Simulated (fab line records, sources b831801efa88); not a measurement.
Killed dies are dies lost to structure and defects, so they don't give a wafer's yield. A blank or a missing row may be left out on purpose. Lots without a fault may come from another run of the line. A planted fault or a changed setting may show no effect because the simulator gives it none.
Chamber matching | flow gf180mcu | GF_V2_ETCH_16 on rie_diel-04: 4 sister chambers
The step etches BARC in N2/H2. 4 wafers are shown with their chamber, then 8 later ones without.

WAFERS WITH THEIR CHAMBER
wafer  | chamber | drypump_motor_current_A (A)
L347.6 | 3       | 5.9
L355.4 | 1       | 6.2
L355.5 | 0       | 5.9
L358.2 | 2       | 5.7

WAFERS WITHOUT THEIR CHAMBER
wafer  | drypump_motor_current_A (A)
L358.3 | 6.3
L358.4 | 5.9
L359.3 | 5.7
L359.5 | 5.9
L359.6 | 5.9
L361.1 | 5.9
L361.4 | 6.3
L361.5 | 5.9

WHICH CHAMBER EACH WENT THROUGH
wafer  | from the rows above     | in truth
L358.3 | 1                       | 1
L358.4 | can't be placed: 0 or 3 | 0
L359.3 | 2                       | 2
L359.5 | can't be placed: 0 or 3 | 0
L359.6 | can't be placed: 0 or 3 | 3
L361.1 | can't be placed: 0 or 3 | 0
L361.4 | 1                       | 1
L361.5 | can't be placed: 0 or 3 | 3
Placed correctly: 3 of 8. Can't be placed from these rows: 5 (the true chamber is among the candidates in 5). Placed wrongly: 0.
How it was worked out, from the rows above alone: a wafer's distance from a chamber is the root of the sum, over the readings, of the square of ((its reading less the chamber's mean) divided by the reading's scatter). The wafer belongs to the nearest chamber; if the next one is less than 2 further off, it can't be placed. A chamber's mean is the mean of its shown wafers. The scatter: with one shown wafer a chamber, the root of the mean of the squares of how far each hidden wafer lies from its nearest shown one.
